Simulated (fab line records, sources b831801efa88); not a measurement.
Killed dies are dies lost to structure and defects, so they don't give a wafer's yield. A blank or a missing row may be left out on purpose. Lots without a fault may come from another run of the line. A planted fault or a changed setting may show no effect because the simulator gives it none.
Problem report in the 8D (eight disciplines) form, filled by code | flow gf180mcu | the parts of the form that need people (team, actions taken, sign-off) are left out

1. THE PROBLEM
oes_product_au at GF_POLY_GATE_ETCH_13 reads a mean of 0.833 a.u. on 2 wafers of 2 lots; wafers without a fault read 0.992 a.u. with a standard deviation of 0.0075. That is -21 standard deviations from the usual mean.
The step: etches poly-Si in HBr/Cl2, stops on SiO2, target depth 198.5 nm, time 69.6 s.
First seen on wafer L555.3, day 12 12:38, on rie_si-01. The record holds 16 wafers of 6 lots with a number at this step. Rule for "out", or "out of limits": more than 4 standard deviations from the usual mean. The other wafers with a number count as sound.

2. WHAT IT IS AND WHAT IT IS NOT
question                    | is                | is not
which readings at this step | oes_product_au    | drypump_motor_current_A, throttle_valve_pct
which lots                  | L555, L556        | L551, L564, L565, L566
which wafers of those lots  | L555.3, L556.3    | L555.4, L556.1
read on which tools         | rie_si-01         | rie_si-02
when                        | from day 12 12:38 | up to then (4 sound wafers); but 10 sound wafers of L556, L564, L565, L566 came after

3. SUSPECTS, AND WHAT RULES EACH OUT
Counting: a tool at a process step up to the reading stays a suspect if it ran every lot that is out. Sound lots after the first of them don't rule it out here, since some wafers of a struck lot are sound.
- rie_diel-02 at GF_POLY_GATE_ETCH_12 (etches BARC in N2/H2): kept. It ran every lot that is out, first L555 (day 12 12:35).
- rie_si-01 at GF_POLY_GATE_ETCH_13 (etches poly-Si in HBr/Cl2, stops on SiO2, target depth 198.5 nm, time 69.6 s): kept. It ran every lot that is out, first L555 (day 12 12:38). Its own readings are out on those wafers: oes_product_au.
- Within rie_diel-02 at GF_POLY_GATE_ETCH_12: the wafers that are out ran in chamber 3; their sound lot-mates ran in chamber 2.
Left after counting: rie_diel-02 at GF_POLY_GATE_ETCH_12, rie_si-01 at GF_POLY_GATE_ETCH_13.

4. THE CAUSE (what the simulator had put in)
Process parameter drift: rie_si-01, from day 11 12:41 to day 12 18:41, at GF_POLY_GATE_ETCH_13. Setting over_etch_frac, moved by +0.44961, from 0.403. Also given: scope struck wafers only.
Counting left 2 suspects, and this tool is among them.

5. THE CHAIN OF EFFECTS, in route order
Each row: a reading whose mean over the struck wafers that have a number lies more than 3 standard deviations from the usual. Only readings for which the record gives a usual standard deviation are gone through. hours: the time from each lot's start at the first step in this table that gives one to its start at this step, as a median over the lots. sigmas: the change in usual standard deviations.
hours | step                 | reading        | usual      | on struck wafers | change | sigmas
0     | GF_POLY_GATE_ETCH_13 | oes_product_au | 0.992 a.u. | 0.833            | -0.159 | -21
The process steps in it:
- GF_POLY_GATE_ETCH_13: etches poly-Si in HBr/Cl2, stops on SiO2, target depth 198.5 nm, time 69.6 s.

6. WHAT WOULD HAVE CAUGHT IT SOONER
In this record the first reading out of limits was taken at day 12 12:38, 24 hours after the fault began at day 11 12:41.
